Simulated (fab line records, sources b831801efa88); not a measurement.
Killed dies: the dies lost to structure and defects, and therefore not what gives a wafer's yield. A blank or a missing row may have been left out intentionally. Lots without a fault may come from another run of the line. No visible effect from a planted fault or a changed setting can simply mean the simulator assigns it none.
Struck lot and sound lot, side by side | flow sky130 | 43 steps out of a route of 708
Sound: these wafers, L439.2, L439.4, L439.5. Struck: wafers L432.4, L432.5, L432.6. The cause comes at the end.
Each step with rows lists, per side, the tool, then ch with its chambers, then its first start. Under that, the readings that differ: sound wafers | struck wafers | difference of the means | sigmas: that difference in standard deviations of wafers without a fault.
alike: readings whose means differ by less than 2 such deviations, and words and numbers that are the same on both sides. not compared: withheld readings, readings that some wafer has no value for, bounds like >300 that may hide the same value, and numbers for which the record gives no deviation and whose values overlap.
A row with sigmas, a row that says differs or no value, or rows on one side alone: a step with any of these is where the two part. Numbers that don't overlap but have no deviation are shown without sigmas and don't part them. A reading missing from all wafers of one side parts the sides only when that side holds two or more wafers.

first, 5 steps without rows for these wafers: SKY_POLY_GATE_COAT_08 (resist thk 450 nm); SKY_POLY_GATE_SOFTBAKE_09 (time 90 s); SKY_POLY_GATE_EXPOSE_10 (exposes mask P1M, target cd 150 nm); SKY_POLY_GATE_PEB_11; SKY_POLY_GATE_DEVELOP_12 (develop time 60 s).
SKY_POLY_GATE_CD_MEAS_13: target cd 150 nm.
  struck on cd-sem-02, day 21 05:25; sound on cd-sem-02, day 23 15:40
  alike: cd-nm
SKY_POLY_GATE_OVL_MEAS_14:
  struck on overlay-02, day 21 05:30; sound on overlay-01, day 23 15:46
  alike: POLY_GATE_OVL
SKY_POLY_GATE_ETCH_15: etches BARC in N2/H2, stops on SiO2, time 118.5 s, target depth 110 nm.
  sound on rie-diel-01 ch 1,2, day 23 15:47; struck on rie-diel-04 ch 0,2,3, day 21 05:31
  alike: drypump-motor-current-A, oes-product-au, throttle-valve-pct
  not compared: rf-hours-counter-h
SKY_POLY_GATE_ETCH_16: etches Si3N4 in CH3F/O2, stops on poly-Si, time 147.5 s, target depth 75 nm.
  sound on rie-diel-01 ch 1,2, day 23 15:53; struck on rie-diel-04 ch 0,2,3, day 21 05:36
  alike: drypump-motor-current-A, oes-product-au, throttle-valve-pct
  not compared: rf-hours-counter-h
SKY_POLY_GATE_ETCH_17: etches poly-Si in HBr/Cl2, stops on SiO2, target depth 180 nm, time 70.5 s.
  sound on rie-si-01 ch 1,2, day 23 15:58; struck on rie-si-02 ch 0,3, day 21 05:42
  alike: drypump-motor-current-A, oes-product-au, throttle-valve-pct
  not compared: rf-hours-counter-h
SKY_POLY_GATE_STRIP_18: strips in O2/N2.
  sound on plasma-asher-03 ch 0,1, day 23 16:02; struck on plasma-asher-03 ch 0,1, day 21 05:47
  alike: drypump-motor-current-A, o2-flow-sccm, oes-product-au, strip-time-to-endpoint-s
  not compared: rf-hours-counter-h
then, 1 step without rows for these wafers: SKY_POLY_GATE_CLEAN_19 (cleans in SC1/SC2, time 150 s).
SKY_POLY_GATE_OXIDATION_20: stabilise 600 s, purge 300 s, target thk 4 nm.
  sound on furnace-01 ch 0, day 23 17:35; struck on furnace-02 ch 0, day 21 05:54
  reading            | sound       | struck      | difference | sigmas
  spike-tc-top-C (C) | 858 857 857 | 867 867 869 | +10        | +2
  alike: spike-tc-lower-C, zone-power-upper-pct
SKY_POLY_GATE_THK_MEAS_21:
  struck on film-metro-04, day 21 07:11; sound on film-metro-03, day 23 18:50
  alike: POLY_GATE_OXIDATION_THK
SKY_POLY_GATE_CD_MEAS_22:
  struck on cd-sem-02, day 21 07:18; sound on cd-sem-01, day 23 18:55
  alike: cd-nm
then, 7 steps without rows for these wafers: SKY_LDD_N_DEHYDRATE_00 (time 60 s); SKY_LDD_N_HMDS_01 (prime time 60 s); SKY_LDD_N_COAT_02 (resist thk 300 nm); SKY_LDD_N_SOFTBAKE_03 (time 60 s); SKY_LDD_N_EXPOSE_04 (exposes mask NTM, target cd 840 nm); SKY_LDD_N_PEB_05; SKY_LDD_N_DEVELOP_06 (develop time 60 s).
SKY_LDD_N_OVL_MEAS_07:
  struck on overlay-02, day 22 14:09; sound on overlay-01, day 25 00:41
  reading        | sound         | struck      | difference | sigmas
  LDD_N_OVL (nm) | -1.8 0.4 -1.5 | 2.8 3.9 1.8 | +3.8       | +2
then, 8 steps without rows for these wafers: SKY_LDD_N_IMPLANT_08; SKY_LDD_N_IMPLANT_09; SKY_LDD_N_IMPLANT_10; SKY_LDD_N_IMPLANT_11; SKY_LDD_N_IMPLANT_12; SKY_LDD_N_IMPLANT_13; SKY_LDD_N_IMPLANT_14; SKY_LDD_N_IMPLANT_15.
SKY_LDD_N_STRIP_16: strips in O2/N2.
  sound on plasma-asher-04 ch 0,1, day 25 01:55; struck on plasma-asher-03 ch 0,1, day 22 15:24
  alike: drypump-motor-current-A, o2-flow-sccm, oes-product-au, strip-time-to-endpoint-s
  not compared: rf-hours-counter-h
SKY_LDD_N_TW_MEAS_17:
  struck on film-metro-04, day 22 15:30; sound on film-metro-03, day 25 02:02
  alike: LDD_N_TW
then, 7 steps without rows for these wafers: SKY_LDD_P_DEHYDRATE_00 (time 60 s); SKY_LDD_P_HMDS_01 (prime time 60 s); SKY_LDD_P_COAT_02 (resist thk 1140 nm); SKY_LDD_P_SOFTBAKE_03 (time 60 s); SKY_LDD_P_EXPOSE_04 (exposes mask PSDM, target cd 380 nm); SKY_LDD_P_PEB_05; SKY_LDD_P_DEVELOP_06 (develop time 60 s).
SKY_LDD_P_CD_MEAS_07: target cd 380 nm.
  struck on cd-sem-02, day 23 21:14; sound on cd-sem-02, day 26 07:02
  alike: cd-nm
SKY_LDD_P_OVL_MEAS_08:
  struck on overlay-01, day 23 21:19; sound on overlay-02, day 26 07:09
  alike: LDD_P_OVL
-- record jumps: 25 days separate the struck wafers' starts on either side; left off in module LDD_P, taken up again in module PAD_OPEN, whose first shown step is the route's number 708 --
SKY_PAD_OPEN_PROBE_99:
  struck on prober-01, day 49 01:53; sound on prober-02, day 50 12:21
  reading             | sound    | struck      | difference | sigmas
  killed-at-front-end | 16 9 18  | 230 212 224 | +208       | +45
  killed-dies         | 78 85 93 | 281 281 281 | +196       | +20
  killed-on-rim       | 15 20 17 | 52 55 47    | +34        | +9
  alike: killed_at_M0_to_M3, killed_at_M4_up, killed-at-contacts, killed-at-other, killed-open, killed-short

WHERE THEY PART
First at SKY_POLY_GATE_OXIDATION_20; last, within this record, at SKY_PAD_OPEN_PROBE_99.

WHY: what had been put in by the simulator
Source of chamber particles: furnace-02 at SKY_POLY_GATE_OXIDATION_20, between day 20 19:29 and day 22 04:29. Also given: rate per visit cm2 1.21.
